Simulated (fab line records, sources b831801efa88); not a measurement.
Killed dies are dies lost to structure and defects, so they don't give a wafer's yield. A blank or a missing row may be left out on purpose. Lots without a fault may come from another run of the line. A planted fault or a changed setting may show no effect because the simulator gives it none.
fab line records | flow gf180mcu
record lots=5 wafers=15 last_day=33
route steps=602 shown VT_IMPLANT@93
lots that met no fault: from a run of the same line without faults
start_h: hours from the record's first day to the start of the lot's first wafer shown | wait_h: hours since the lot's step before | " the same as in the row above | L1.1+2: a row that stands for several wafers | - no value, or no start given | * or withheld: withheld | < > ~ a bound
route shown NAME@n: a module of which the file shows steps, and the number in the route of the first | usual: mean/standard deviation of fault-free wafers | same: alike in all rows | chamber/n: place in a boat | sites: the reading at each site | _std_site: their standard deviation | _edge_site: outer sites' mean less inner sites' | radius_mm: how far each site lies from the wafer's centre | mask NAME#n: copy n | behind: the tool/chamber that last shaped the wafer | hold: why the lot was held/for how many hours/how that ended | device: the transistor (n, p or np) that didn't switch | end of line: the same wafers' tests at the end of the route | a step without rows: its recipe alone | killed: dies lost to structure and defects at the first sort, not the wafer's yield | map: a wafer's dies, x killed, . not, _ none there
set.NAME: the setting as run; set.NAME@STEP: as run at that earlier step | model.NAME: the simulator's own value behind a step, which no gauge read
lots at some steps of the route; a table a step, a row a wafer
services: from which hour (start_h, from the record's first day; less than 0 if before it) a tool's chamber was out of use, for how many hours, and why
## steps
# step GF_VT_IMPLANT_SOFTBAKE_03
# recipe temp_c=90 time_s=60 resist=NOVOLAK
# usual resist_line_temp_C=22.98/0.11
# columns lot.wafer tool chamber start_h wait_h resist_line_temp_C
L077.4 litho_track-02 0 123.22 0.1 22.94
L077.5 " 0 " " 22.85
L077.6 " 0 " " 22.97
L080.3 litho_track-03 0 139.81 0.1 23.02
L080.5 " 0 " " 22.86
L080.6 " 0 " " 22.93
L081.2 litho_track-03 0 148.19 0.1 23.10
L081.3 " 0 " " 23.03
L081.4 " 0 " " 23.03
L092.1 litho_track-04 0 212.08 0.1 22.92
L092.3 " 0 " " 22.95
L092.4 " 0 " " 23.02
L094.1 litho_track-04 0 222.28 0.1 22.77
L094.5 " 0 " " 22.73
L094.6 " 0 " " 22.76
# step GF_VT_IMPLANT_EXPOSE_04
# recipe mask_id=LVPWELL_LV_AREA target_cd_nm=600 na=0.6 source_shape=conventional sigma_outer=0.6 dose_mj=140
# usual reticle_temp_C=23.01/0.09
# columns lot.wafer tool chamber start_h wait_h mask reticle_temp_C
L077.4 iline_stepper-02 0 - - LVPWELL_LV_AREA#0 22.90
L077.5 " 0 " " LVPWELL_LV_AREA#0 22.97
L077.6 " 0 " " LVPWELL_LV_AREA#0 22.94
L080.3 iline_stepper-01 0 - - LVPWELL_LV_AREA#0 23.01
L080.5 " 0 " " LVPWELL_LV_AREA#0 23.08
L080.6 " 0 " " LVPWELL_LV_AREA#0 22.81
L081.2 iline_stepper-02 0 - - LVPWELL_LV_AREA#0 22.97
L081.3 " 0 " " LVPWELL_LV_AREA#0 22.88
L081.4 " 0 " " LVPWELL_LV_AREA#0 22.97
L092.1 iline_stepper-01 0 - - LVPWELL_LV_AREA#0 22.87
L092.3 " 0 " " LVPWELL_LV_AREA#0 22.93
L092.4 " 0 " " LVPWELL_LV_AREA#0 23.12
L094.1 iline_stepper-02 0 - - LVPWELL_LV_AREA#0 23.15
L094.5 " 0 " " LVPWELL_LV_AREA#0 23.04
L094.6 " 0 " " LVPWELL_LV_AREA#0 23.07
# step GF_VT_IMPLANT_PEB_05
# recipe temp_c=withheld time_s=* resist=NOVOLAK
# usual resist_line_temp_C=*
# columns lot.wafer tool chamber start_h wait_h resist_line_temp_C
L077.4 litho_track-04 0 - - *
L077.5 " 0 " " *
L077.6 " 0 " " *
L080.3 litho_track-02 0 - - *
L080.5 " 0 " " *
L080.6 " 0 " " *
L081.2 litho_track-03 0 - - *
L081.3 " 0 " " *
L081.4 " 0 " " *
L092.1 litho_track-04 0 - - *
L092.3 " 0 " " *
L092.4 " 0 " " *
L094.1 litho_track-03 0 - - *
L094.5 " 0 " " *
L094.6 " 0 " " *
# step GF_VT_IMPLANT_DEVELOP_06
# recipe develop_time_s=60 dev_temp_c=23
# usual resist_line_temp_C=23.01/0.11
# same develop_time_s=60
# columns lot.wafer tool chamber start_h wait_h resist_line_temp_C
L077.4 litho_track-04 0 130.56 0.1 23.24
L077.5 " 0 " " 23.12
L077.6 " 0 " " 23.03
L080.3 litho_track-02 0 147.39 0.1 23.07
L080.5 " 0 " " 23.04
L080.6 " 0 " " 22.97
L081.2 litho_track-03 0 155.84 0.1 22.89
L081.3 " 0 " " 22.98
L081.4 " 0 " " 22.95
L092.1 litho_track-04 0 219.78 0.1 23.20
L092.3 " 0 " " 22.94
L092.4 " 0 " " 22.98
L094.1 litho_track-03 0 230.96 0.1 23.04
L094.5 " 0 " " 22.99
L094.6 " 0 " " 23.00
# step GF_VT_IMPLANT_OVL_MEAS_07
# usual VT_IMPLANT_OVL=-0.7/1.5
# columns lot.wafer tool chamber start_h wait_h VT_IMPLANT_OVL[nm]
L077.4 overlay-02 - 130.65 0.1 -2.7
L077.5 " - " " -1.4
L077.6 " - " " -1.0
L080.3 overlay-02 - 147.50 0.1 1.4
L080.5 " - " " 1.7
L080.6 " - " " 1.7
L081.2 overlay-02 - 155.97 0.1 -0.1
L081.3 " - " " -1.3
L081.4 " - " " -0.4
L092.1 overlay-02 - 219.93 0.1 -1.1
L092.3 " - " " -2.2
L092.4 " - " " -1.9
L094.1 overlay-02 - 231.11 0.1 -1.6
L094.5 " - " " -1.6
L094.6 " - " " -1.6
# step GF_VT_IMPLANT_IMPLANT_08
# recipe species=BF2 energy_kev=20 dose_cm2=8.008e+12 tilt_deg=7
# usual beam_energy_keV=20.000/0.0061 beam_on_s=9.99/0.21 end_station_pressure_torr=5.05e-06/2.4e-07
# columns lot.wafer tool chamber start_h wait_h beam_energy_keV beam_on_s end_station_pressure_torr
L077.4 implanter-02 0 130.74 0.1 20.007 9.74 4.88e-06
L077.5 " 0 " " 20.000 10.10 5.47e-06
L077.6 " 0 " " 19.997 9.76 5.63e-06
L080.3 implanter-04 0 147.58 0.1 19.992 9.62 5.31e-06
L080.5 " 0 " " 19.994 10.03 5.08e-06
L080.6 " 0 " " 20.012 10.01 4.79e-06
L081.2 implanter-03 0 156.03 0.0 20.000 9.90 5.13e-06
L081.3 " 0 " " 19.998 10.25 5.16e-06
L081.4 " 0 " " 20.002 10.03 4.79e-06
L092.1 implanter-04 0 219.97 0.0 19.996 10.16 4.81e-06
L092.3 " 0 " " 20.004 10.05 5.38e-06
L092.4 " 0 " " 19.993 9.91 5.03e-06
L094.1 implanter-03 0 231.15 0.0 20.003 10.00 5e-06
L094.5 " 0 " " 19.994 10.21 5e-06
L094.6 " 0 " " 20.003 9.90 5.55e-06
# step GF_VT_IMPLANT_STRIP_09
# recipe chemistry=O2/N2 power_w=1400 pressure_mtorr=1500 platen_temp_c=250 o2_flow_sccm=3000 n2_flow_sccm=300 overash_fraction=0.5
# usual drypump_motor_current_A=5.6/0.48 heater_power_w=329/33 oes_product_au=0.716/0.0047 strip_time_to_endpoint_s=12.63/0.039
# columns lot.wafer tool chamber start_h wait_h drypump_motor_current_A heater_power_w oes_product_au rf_hours_counter_h strip_time_to_endpoint_s
L077.4 plasma_asher-01 0 130.85 0.1 5.2 345 0.720 - 12.63
L077.5 " 0 " " 5.3 352 0.721 - 12.60
L077.6 " 1 " " 5.4 282 0.715 - 12.61
L080.3 plasma_asher-01 1 147.71 0.1 5.4 284 0.709 - 12.65
L080.5 " 1 " " 5.5 282 0.709 - 12.66
L080.6 " 0 " " 5.3 342 0.720 - 12.68
L081.2 plasma_asher-01 1 156.15 0.1 5.4 290 0.723 52 12.63
L081.3 " 0 " " 5.2 353 0.714 - 12.68
L081.4 " 1 " " 5.4 280 0.713 - 12.66
L092.1 plasma_asher-01 1 220.12 0.1 5.4 280 0.729 58 12.59
L092.3 " 0 " " 5.2 359 0.715 - 12.63
L092.4 " 1 " " 5.4 277 0.709 - 12.60
L094.1 plasma_asher-03 1 231.30 0.1 6.6 303 0.722 12 12.65
L094.5 " 1 " " 6.6 303 0.719 - 12.57
L094.6 " 0 " " 6.1 358 0.715 - 12.59
# step GF_VT_IMPLANT_TW_MEAS_10
# usual VT_IMPLANT_TW=556/7.1
# columns lot.wafer tool chamber start_h wait_h VT_IMPLANT_TW
L077.4 film_metro-02 - 130.95 0.1 549
L077.5 " - " " 550
L077.6 " - " " 553
L080.3 film_metro-01 - 147.80 0.1 565
L080.5 " - " " 567
L080.6 " - " " 563
L081.2 film_metro-01 - 156.26 0.1 565
L081.3 " - " " 567
L081.4 " - " " 566
L092.1 film_metro-02 - 220.22 0.1 549
L092.3 " - " " 547
L092.4 " - " " 546
L094.1 film_metro-03 - 231.40 0.1 556
L094.5 " - " " 551
L094.6 " - " " 553
# step GF_VT_IMPLANT_DEHYDRATE_11
# recipe temp_c=200 time_s=60
# usual resist_line_temp_C=22.99/0.095
# columns lot.wafer tool chamber start_h wait_h resist_line_temp_C
L077.4 litho_track-04 0 138.01 7.0 22.97
L077.5 " 0 " " 23.04
L077.6 " 0 " " 23.09
L080.3 litho_track-04 0 154.83 7.0 23.11
L080.5 " 0 " " 23.05
L080.6 " 0 " " 22.98
L081.2 litho_track-03 0 163.14 6.9 23.05
L081.3 " 0 " " 23.18
L081.4 " 0 " " 23.18
L092.1 litho_track-04 0 228.43 8.2 22.93
L092.3 " 0 " " 23.11
L092.4 " 0 " " 22.91
L094.1 litho_track-04 0 238.68 7.3 22.95
L094.5 " 0 " " 22.90
L094.6 " 0 " " 22.91
# step GF_VT_IMPLANT_HMDS_12
# recipe prime_time_s=60 prime_temp_c=120
# usual resist_line_temp_C=23.01/0.091
# columns lot.wafer tool chamber start_h wait_h resist_line_temp_C
L077.4 litho_track-04 0 138.16 0.1 23.03
L077.5 " 0 " " 23.07
L077.6 " 0 " " 22.93
L080.3 litho_track-04 0 154.98 0.1 23.01
L080.5 " 0 " " 23.09
L080.6 " 0 " " 23.07
L081.2 litho_track-03 0 163.29 0.1 23.01
L081.3 " 0 " " 22.87
L081.4 " 0 " " 22.91
L092.1 litho_track-04 0 228.58 0.1 22.98
L092.3 " 0 " " 23.06
L092.4 " 0 " " 22.92
L094.1 litho_track-04 0 238.83 0.1 23.14
L094.5 " 0 " " 23.05
L094.6 " 0 " " 22.90
# step GF_VT_IMPLANT_COAT_13
# recipe resist=NOVOLAK spin_rpm=3000 resist_thk_nm=1000
# usual resist_line_temp_C=22.99/0.11
# columns lot.wafer tool chamber start_h wait_h resist_line_temp_C
L077.4 litho_track-04 0 138.31 0.1 23.12
L077.5 " 0 " " 23.00
L077.6 " 0 " " 23.08
L080.3 litho_track-04 0 155.13 0.1 23.03
L080.5 " 0 " " 22.92
L080.6 " 0 " " 22.97
L081.2 litho_track-03 0 163.44 0.1 23.11
L081.3 " 0 " " 23.02
L081.4 " 0 " " 23.14
L092.1 litho_track-04 0 228.73 0.1 22.84
L092.3 " 0 " " 22.85
L092.4 " 0 " " 22.88
L094.1 litho_track-04 0 238.98 0.1 23.02
L094.5 " 0 " " 22.99
L094.6 " 0 " " 22.89
# step GF_VT_IMPLANT_SOFTBAKE_14
# recipe temp_c=90 time_s=60 resist=NOVOLAK
# usual resist_line_temp_C=23.02/0.12
# columns lot.wafer tool chamber start_h wait_h resist_line_temp_C
L077.4 litho_track-04 0 138.46 0.1 22.99
L077.5 " 0 " " 22.87
L077.6 " 0 " " 22.98
L080.3 litho_track-04 0 155.28 0.1 22.83
L080.5 " 0 " " 22.82
L080.6 " 0 " " 22.85
L081.2 litho_track-03 0 163.59 0.1 23.05
L081.3 " 0 " " 23.06
L081.4 " 0 " " 22.96
L092.1 litho_track-04 0 228.88 0.1 23.00
L092.3 " 0 " " 22.94
L092.4 " 0 " " 23.02
L094.1 litho_track-04 0 239.13 0.1 22.93
L094.5 " 0 " " 23.05
L094.6 " 0 " " 23.09
# step GF_VT_IMPLANT_EXPOSE_15
# recipe mask_id=Nwell_LV_AREA target_cd_nm=860 na=0.6 source_shape=conventional sigma_outer=0.6 dose_mj=140
# usual reticle_temp_C=23.01/0.11
# columns lot.wafer tool chamber start_h wait_h mask reticle_temp_C
L077.4 iline_stepper-01 0 - - Nwell_LV_AREA#0 23.20
L077.5 " 0 " " Nwell_LV_AREA#0 23.16
L077.6 " 0 " " Nwell_LV_AREA#0 22.93
L080.3 iline_stepper-02 0 - - Nwell_LV_AREA#0 22.78
L080.5 " 0 " " Nwell_LV_AREA#0 22.97
L080.6 " 0 " " Nwell_LV_AREA#0 22.79
L081.2 iline_stepper-01 0 - - Nwell_LV_AREA#0 22.80
L081.3 " 0 " " Nwell_LV_AREA#0 22.88
L081.4 " 0 " " Nwell_LV_AREA#0 22.98
L092.1 iline_stepper-01 0 - - Nwell_LV_AREA#0 22.97
L092.3 " 0 " " Nwell_LV_AREA#0 23.07
L092.4 " 0 " " Nwell_LV_AREA#0 23.13
L094.1 iline_stepper-01 0 - - Nwell_LV_AREA#0 22.99
L094.5 " 0 " " Nwell_LV_AREA#0 22.97
L094.6 " 0 " " Nwell_LV_AREA#0 23.08
# step GF_VT_IMPLANT_PEB_16
# recipe temp_c=withheld time_s=* resist=NOVOLAK
# usual resist_line_temp_C=*
# columns lot.wafer tool chamber start_h wait_h resist_line_temp_C
L077.4 litho_track-03 0 - - *
L077.5 " 0 " " *
L077.6 " 0 " " *
L080.3 litho_track-02 0 - - *
L080.5 " 0 " " *
L080.6 " 0 " " *
L081.2 litho_track-04 0 - - *
L081.3 " 0 " " *
L081.4 " 0 " " *
L092.1 litho_track-03 0 - - *
L092.3 " 0 " " *
L092.4 " 0 " " *
L094.1 litho_track-04 0 - - *
L094.5 " 0 " " *
L094.6 " 0 " " *
# step GF_VT_IMPLANT_DEVELOP_17
# recipe develop_time_s=60 dev_temp_c=23
# usual resist_line_temp_C=22.96/0.1
# same develop_time_s=60
# columns lot.wafer tool chamber start_h wait_h resist_line_temp_C
L077.4 litho_track-03 0 145.79 0.1 22.96
L077.5 " 0 " " 22.99
L077.6 " 0 " " 23.02
L080.3 litho_track-02 0 162.54 0.1 23.04
L080.5 " 0 " " 22.83
L080.6 " 0 " " 22.88
L081.2 litho_track-04 0 172.41 0.1 22.88
L081.3 " 0 " " 22.88
L081.4 " 0 " " 22.92
L092.1 litho_track-03 0 236.56 0.1 23.07
L092.3 " 0 " " 23.07
L092.4 " 0 " " 22.86
L094.1 litho_track-04 0 248.53 0.1 23.06
L094.5 " 0 " " 23.05
L094.6 " 0 " " 23.04
# step GF_VT_IMPLANT_OVL_MEAS_18
# usual VT_IMPLANT_01_OVL=1.1/1.4
# columns lot.wafer tool chamber start_h wait_h VT_IMPLANT_01_OVL[nm]
L077.4 overlay-02 - 145.88 0.1 0.9
L077.5 " - " " 0.4
L077.6 " - " " -0.9
L080.3 overlay-01 - 162.65 0.1 1.5
L080.5 " - " " 1.3
L080.6 " - " " 0.9
L081.2 overlay-01 - 172.54 0.1 -1.0
L081.3 " - " " -1.2
L081.4 " - " " -0.6
L092.1 overlay-02 - 236.71 0.1 0.2
L092.3 " - " " 0.5
L092.4 " - " " -0.2
L094.1 overlay-02 - 248.68 0.1 0.9
L094.5 " - " " 1.7
L094.6 " - " " 0.8
# step GF_VT_IMPLANT_IMPLANT_19
# recipe species=As energy_kev=100 dose_cm2=4.35e+12 tilt_deg=7
# usual beam_energy_keV=100.00/0.026 beam_on_s=10.00/0.22 end_station_pressure_torr=4.99e-06/2.6e-07
# columns lot.wafer tool chamber start_h wait_h beam_energy_keV beam_on_s end_station_pressure_torr
L077.4 implanter-02 0 145.98 0.1 99.973 9.76 5.13e-06
L077.5 " 0 " " 100.01 10.01 4.74e-06
L077.6 " 0 " " 99.992 9.60 4.77e-06
L080.3 implanter-03 0 162.73 0.1 99.968 9.94 5.35e-06
L080.5 " 0 " " 99.984 10.14 4.21e-06
L080.6 " 0 " " 100.02 9.96 4.88e-06
L081.2 implanter-03 0 172.59 0.0 99.955 10.14 4.78e-06
L081.3 " 0 " " 99.962 9.53 5.13e-06
L081.4 " 0 " " 99.961 10.03 4.87e-06
L092.1 implanter-02 0 236.75 0.0 100.01 9.76 5.08e-06
L092.3 " 0 " " 100.01 9.86 4.72e-06
L092.4 " 0 " " 100.01 10.43 5.04e-06
L094.1 implanter-04 0 248.72 0.0 100.01 10.03 4.9e-06
L094.5 " 0 " " 100.02 9.60 5.15e-06
L094.6 " 0 " " 100.03 10.14 5.2e-06
# step GF_VT_IMPLANT_STRIP_20
# recipe chemistry=O2/N2 power_w=1400 pressure_mtorr=1500 platen_temp_c=250 o2_flow_sccm=3000 n2_flow_sccm=300 overash_fraction=0.5
# usual drypump_motor_current_A=5.9/0.53 heater_power_w=336/27 oes_product_au=0.716/0.0044 strip_time_to_endpoint_s=12.62/0.035
# columns lot.wafer tool chamber start_h wait_h drypump_motor_current_A heater_power_w oes_product_au rf_hours_counter_h strip_time_to_endpoint_s
L077.4 plasma_asher-03 1 146.08 0.1 6.6 306 0.720 - 12.65
L077.5 " 1 " " 6.6 306 0.716 - 12.64
L077.6 " 0 " " 6.1 354 0.722 - 12.63
L080.3 plasma_asher-03 0 162.86 0.1 6.1 353 0.721 - 12.67
L080.5 " 1 " " 6.6 307 0.714 - 12.70
L080.6 " 0 " " 6.1 354 0.719 - 12.68
L081.2 plasma_asher-04 0 172.72 0.1 5.5 317 0.718 54 12.65
L081.3 " 0 " " 5.5 329 0.711 - 12.65
L081.4 " 1 " " 5.2 377 0.715 - 12.64
L092.1 plasma_asher-03 1 236.90 0.1 6.6 309 0.720 12 12.66
L092.3 " 0 " " 6.1 357 0.715 - 12.57
L092.4 " 1 " " 6.6 305 0.717 - 12.59
L094.1 plasma_asher-03 0 248.87 0.1 6.1 353 0.723 13 12.58
L094.5 " 1 " " 6.6 313 0.711 - 12.55
L094.6 " 0 " " 6.1 350 0.718 - 12.55
# step GF_VT_IMPLANT_TW_MEAS_21
# usual VT_IMPLANT_2_TW=1217/16
# columns lot.wafer tool chamber start_h wait_h VT_IMPLANT_2_TW
L077.4 film_metro-03 - 146.18 0.1 1210
L077.5 " - " " 1217
L077.6 " - " " 1207
L080.3 film_metro-03 - 162.95 0.1 1215
L080.5 " - " " 1208
L080.6 " - " " 1217
L081.2 film_metro-01 - 172.83 0.1 1229
L081.3 " - " " 1225
L081.4 " - " " 1232
L092.1 film_metro-01 - 237.00 0.1 1233
L092.3 " - " " 1237
L092.4 " - " " 1232
L094.1 film_metro-01 - 248.97 0.1 1225
L094.5 " - " " 1227
L094.6 " - " " 1219
# step GF_VT_IMPLANT_DEHYDRATE_22
# recipe temp_c=200 time_s=60
# usual resist_line_temp_C=22.99/0.093
# columns lot.wafer tool chamber start_h wait_h resist_line_temp_C
L077.4 litho_track-03 0 153.89 7.7 22.90
L077.5 " 0 " " 23.00
L077.6 " 0 " " 22.88
L080.3 litho_track-02 0 171.14 8.2 22.83
L080.5 " 0 " " 22.97
L080.6 " 0 " " 22.94
L081.2 litho_track-02 0 179.51 6.7 23.12
L081.3 " 0 " " 23.00
L081.4 " 0 " " 22.97
L092.1 litho_track-02 0 246.14 9.1 23.04
L092.3 " 0 " " 22.91
L092.4 " 0 " " 22.82
L094.1 litho_track-02 0 256.74 7.8 22.91
L094.5 " 0 " " 23.02
L094.6 " 0 " " 23.08
# step GF_VT_IMPLANT_HMDS_23
# recipe prime_time_s=60 prime_temp_c=120
# usual resist_line_temp_C=22.99/0.1
# columns lot.wafer tool chamber start_h wait_h resist_line_temp_C
L077.4 litho_track-03 0 154.04 0.1 22.97
L077.5 " 0 " " 22.98
L077.6 " 0 " " 22.86
L080.3 litho_track-02 0 171.29 0.1 23.25
L080.5 " 0 " " 23.19
L080.6 " 0 " " 23.22
L081.2 litho_track-02 0 179.66 0.1 22.91
L081.3 " 0 " " 22.75
L081.4 " 0 " " 22.78
L092.1 litho_track-02 0 246.29 0.1 22.96
L092.3 " 0 " " 22.92
L092.4 " 0 " " 22.84
L094.1 litho_track-02 0 256.89 0.1 22.93
L094.5 " 0 " " 22.96
L094.6 " 0 " " 22.97
# step GF_VT_IMPLANT_COAT_24
# recipe resist=NOVOLAK spin_rpm=3000 resist_thk_nm=1000
# usual resist_line_temp_C=22.99/0.11
# columns lot.wafer tool chamber start_h wait_h resist_line_temp_C
L077.4 litho_track-03 0 154.19 0.1 23.08
L077.5 " 0 " " 23.17
L077.6 " 0 " " 22.97
L080.3 litho_track-02 0 171.44 0.1 23.08
L080.5 " 0 " " 22.87
L080.6 " 0 " " 22.93
L081.2 litho_track-02 0 179.81 0.1 23.06
L081.3 " 0 " " 22.91
L081.4 " 0 " " 23.04
L092.1 litho_track-02 0 246.44 0.1 22.85
L092.3 " 0 " " 23.03
L092.4 " 0 " " 23.26
L094.1 litho_track-02 0 257.04 0.1 22.85
L094.5 " 0 " " 22.97
L094.6 " 0 " " 22.89
# step GF_VT_IMPLANT_SOFTBAKE_25
# recipe temp_c=90 time_s=60 resist=NOVOLAK
# usual resist_line_temp_C=22.99/0.11
# columns lot.wafer tool chamber start_h wait_h resist_line_temp_C
L077.4 litho_track-03 0 154.34 0.1 22.99
L077.5 " 0 " " 22.87
L077.6 " 0 " " 23.00
L080.3 litho_track-02 0 171.59 0.1 22.90
L080.5 " 0 " " 22.93
L080.6 " 0 " " 22.93
L081.2 litho_track-02 0 179.96 0.1 23.05
L081.3 " 0 " " 23.03
L081.4 " 0 " " 22.97
L092.1 litho_track-02 0 246.59 0.1 23.02
L092.3 " 0 " " 23.22
L092.4 " 0 " " 23.07
L094.1 litho_track-02 0 257.19 0.1 23.03
L094.5 " 0 " " 23.01
L094.6 " 0 " " 23.04
# step GF_VT_IMPLANT_EXPOSE_26
# recipe mask_id=LVPWELL_HV_AREA target_cd_nm=860 na=0.6 source_shape=conventional sigma_outer=0.6 dose_mj=140
# usual reticle_temp_C=23.02/0.097
# columns lot.wafer tool chamber start_h wait_h mask reticle_temp_C
L077.4 iline_stepper-02 0 - - LVPWELL_HV_AREA#0 23.00
L077.5 " 0 " " LVPWELL_HV_AREA#0 23.06
L077.6 " 0 " " LVPWELL_HV_AREA#0 23.01
L080.3 iline_stepper-01 0 - - LVPWELL_HV_AREA#0 23.11
L080.5 " 0 " " LVPWELL_HV_AREA#0 23.01
L080.6 " 0 " " LVPWELL_HV_AREA#0 23.08
L081.2 iline_stepper-01 0 - - LVPWELL_HV_AREA#0 22.96
L081.3 " 0 " " LVPWELL_HV_AREA#0 22.89
L081.4 " 0 " " LVPWELL_HV_AREA#0 23.00
L092.1 iline_stepper-02 0 - - LVPWELL_HV_AREA#0 22.88
L092.3 " 0 " " LVPWELL_HV_AREA#0 22.98
L092.4 " 0 " " LVPWELL_HV_AREA#0 23.09
L094.1 iline_stepper-01 0 - - LVPWELL_HV_AREA#0 23.08
L094.5 " 0 " " LVPWELL_HV_AREA#0 23.00
L094.6 " 0 " " LVPWELL_HV_AREA#0 23.17
# step GF_VT_IMPLANT_PEB_27
# recipe temp_c=withheld time_s=* resist=NOVOLAK
# usual resist_line_temp_C=*
# columns lot.wafer tool chamber start_h wait_h resist_line_temp_C
L077.4 litho_track-04 0 - - *
L077.5 " 0 " " *
L077.6 " 0 " " *
L080.3 litho_track-03 0 - - *
L080.5 " 0 " " *
L080.6 " 0 " " *
L081.2 litho_track-02 0 - - *
L081.3 " 0 " " *
L081.4 " 0 " " *
L092.1 litho_track-03 0 - - *
L092.3 " 0 " " *
L092.4 " 0 " " *
L094.1 litho_track-03 0 - - *
L094.5 " 0 " " *
L094.6 " 0 " " *
# step GF_VT_IMPLANT_DEVELOP_28
# recipe develop_time_s=60 dev_temp_c=23
# usual resist_line_temp_C=22.99/0.091
# same develop_time_s=60
# columns lot.wafer tool chamber start_h wait_h resist_line_temp_C
L077.4 litho_track-04 0 161.41 0.1 22.91
L077.5 " 0 " " 22.78
L077.6 " 0 " " 22.92
L080.3 litho_track-03 0 179.26 0.1 22.98
L080.5 " 0 " " 22.80
L080.6 " 0 " " 22.90
L081.2 litho_track-02 0 188.41 0.1 22.97
L081.3 " 0 " " 23.04
L081.4 " 0 " " 22.94
L092.1 litho_track-03 0 255.51 0.1 23.05
L092.3 " 0 " " 23.03
L092.4 " 0 " " 23.08
L094.1 litho_track-03 0 266.86 0.1 23.07
L094.5 " 0 " " 22.90
L094.6 " 0 " " 22.83
# step GF_VT_IMPLANT_OVL_MEAS_29
# usual VT_IMPLANT_02_OVL=0.8/1.2
# columns lot.wafer tool chamber start_h wait_h VT_IMPLANT_02_OVL[nm]
L077.4 overlay-01 - 161.50 0.1 0.6
L077.5 " - " " 0.4
L077.6 " - " " -0.1
L080.3 overlay-01 - 179.38 0.1 2.6
L080.5 " - " " 0.7
L080.6 " - " " 1.8
L081.2 overlay-01 - 188.55 0.1 0.6
L081.3 " - " " -0.5
L081.4 " - " " -1.2
L092.1 overlay-01 - 255.66 0.1 0.8
L092.3 " - " " 0.0
L092.4 " - " " 1.4
L094.1 overlay-02 - 267.01 0.1 1.3
L094.5 " - " " 1.8
L094.6 " - " " 1.1
# step GF_VT_IMPLANT_IMPLANT_30
# recipe species=B energy_kev=25 dose_cm2=2.534e+12 tilt_deg=7
# usual beam_energy_keV=25.000/0.0077 beam_on_s=10.00/0.22 end_station_pressure_torr=4.99e-06/2.7e-07
# columns lot.wafer tool chamber start_h wait_h beam_energy_keV beam_on_s end_station_pressure_torr
L077.4 implanter-03 0 161.59 0.1 25.002 9.80 5.1e-06
L077.5 " 0 " " 25.005 9.98 4.95e-06
L077.6 " 0 " " 25.008 10.08 5.68e-06
L080.3 implanter-02 0 179.45 0.1 25.006 10.13 4.92e-06
L080.5 " 0 " " 25.002 9.99 4.8e-06
L080.6 " 0 " " 25.005 10.22 5.09e-06
L081.2 implanter-02 0 188.60 0.0 24.992 10.06 5.01e-06
L081.3 " 0 " " 24.998 10.66 4.75e-06
L081.4 " 0 " " 24.983 10.03 4.96e-06
L092.1 implanter-02 0 255.70 0.0 25.004 9.92 5.05e-06
L092.3 " 0 " " 25.006 9.90 5.2e-06
L092.4 " 0 " " 25.006 10.03 4.8e-06
L094.1 implanter-02 0 267.05 0.0 24.996 10.16 5.13e-06
L094.5 " 0 " " 25.005 9.79 5.26e-06
L094.6 " 0 " " 24.987 10.07 4.85e-06
# step GF_VT_IMPLANT_STRIP_31
# recipe chemistry=O2/N2 power_w=1400 pressure_mtorr=1500 platen_temp_c=250 o2_flow_sccm=3000 n2_flow_sccm=300 overash_fraction=0.5
# usual drypump_motor_current_A=5.8/0.53 heater_power_w=332/31 oes_product_au=0.716/0.005 strip_time_to_endpoint_s=12.63/0.031
# columns lot.wafer tool chamber start_h wait_h drypump_motor_current_A heater_power_w oes_product_au rf_hours_counter_h strip_time_to_endpoint_s
L077.4 plasma_asher-03 1 161.70 0.1 6.6 301 0.708 - 12.58
L077.5 " 1 " " 6.6 303 0.717 - 12.58
L077.6 " 0 " " 6.1 355 0.707 - 12.61
L080.3 plasma_asher-03 1 179.58 0.1 6.6 309 0.716 - 12.60
L080.5 " 0 " " 6.1 352 0.718 - 12.61
L080.6 " 1 " " 6.6 290 0.712 - 12.60
L081.2 plasma_asher-03 1 188.73 0.1 6.6 294 0.716 7 12.66
L081.3 " 0 " " 6.1 358 0.728 - 12.68
L081.4 " 1 " " 6.6 303 0.706 - 12.66
L092.1 plasma_asher-04 0 255.85 0.1 5.5 328 0.712 63 12.63
L092.3 " 0 " " 5.5 321 0.714 - 12.62
L092.4 " 1 " " 5.2 378 0.718 - 12.64
L094.1 plasma_asher-04 1 267.20 0.1 5.2 376 0.712 65 12.57
L094.5 " 1 " " 5.2 376 0.720 - 12.56
L094.6 " 0 " " 5.5 327 0.714 - 12.58
# step GF_VT_IMPLANT_TW_MEAS_32
# usual VT_IMPLANT_3_TW=268/3.4
# columns lot.wafer tool chamber start_h wait_h VT_IMPLANT_3_TW
L077.4 film_metro-01 - 161.80 0.1 273
L077.5 " - " " 273
L077.6 " - " " 272
L080.3 film_metro-01 - 179.67 0.1 268
L080.5 " - " " 270
L080.6 " - " " 272
L081.2 film_metro-01 - 188.84 0.1 271
L081.3 " - " " 271
L081.4 " - " " 273
L092.1 film_metro-03 - 255.95 0.1 266
L092.3 " - " " 267
L092.4 " - " " 268
L094.1 film_metro-01 - 267.30 0.1 274
L094.5 " - " " 272
L094.6 " - " " 273
# step GF_VT_IMPLANT_DEHYDRATE_33
# recipe temp_c=200 time_s=60
# usual resist_line_temp_C=22.99/0.1
# columns lot.wafer tool chamber start_h wait_h resist_line_temp_C
L077.4 litho_track-04 0 169.81 8.0 23.22
L077.5 " 0 " " 23.13
L077.6 " 0 " " 23.21
L080.3 litho_track-03 0 187.81 8.1 22.94
L080.5 " 0 " " 23.18
L080.6 " 0 " " 22.99
L081.2 litho_track-02 0 196.21 7.4 22.92
L081.3 " 0 " " 22.94
L081.4 " 0 " " 23.03
L092.1 litho_track-04 0 265.23 9.3 22.94
L092.3 " 0 " " 22.87
L092.4 " 0 " " 22.96
L094.1 litho_track-03 0 275.66 8.4 22.92
L094.5 " 0 " " 23.07
L094.6 " 0 " " 23.05
## services
# columns tool chamber start_h hours kind
plasma_asher-03 - 108.75 9.0 pm
plasma_asher-03 0 108.75 9.0 vent_cycle
plasma_asher-03 1 108.75 9.0 vent_cycle
iline_stepper-01 - 115.11 4.4 pm
plasma_asher-03 0 117.75 - clean
plasma_asher-03 1 117.75 - clean
implanter-02 - 120.04 4.8 pm
plasma_asher-04 - 120.65 2.8 pm
implanter-03 - 146.08 2.1 repair
iline_stepper-01 - 158.64 1.8 repair
implanter-04 - 161.07 2.0 repair
implanter-03 - 164.78 3.7 pm
implanter-04 - 178.42 5.9 repair
implanter-03 - 182.59 6.9 repair
plasma_asher-01 - 201.25 0.8 repair
iline_stepper-01 - 205.97 1.7 pm
iline_stepper-02 - 207.59 14.8 repair
implanter-03 - 227.68 1.5 repair
plasma_asher-01 - 266.50 6.8 repair
iline_stepper-02 - 266.74 10.3 repair
implanter-04 - 274.22 6.2 repair
## key
fault none
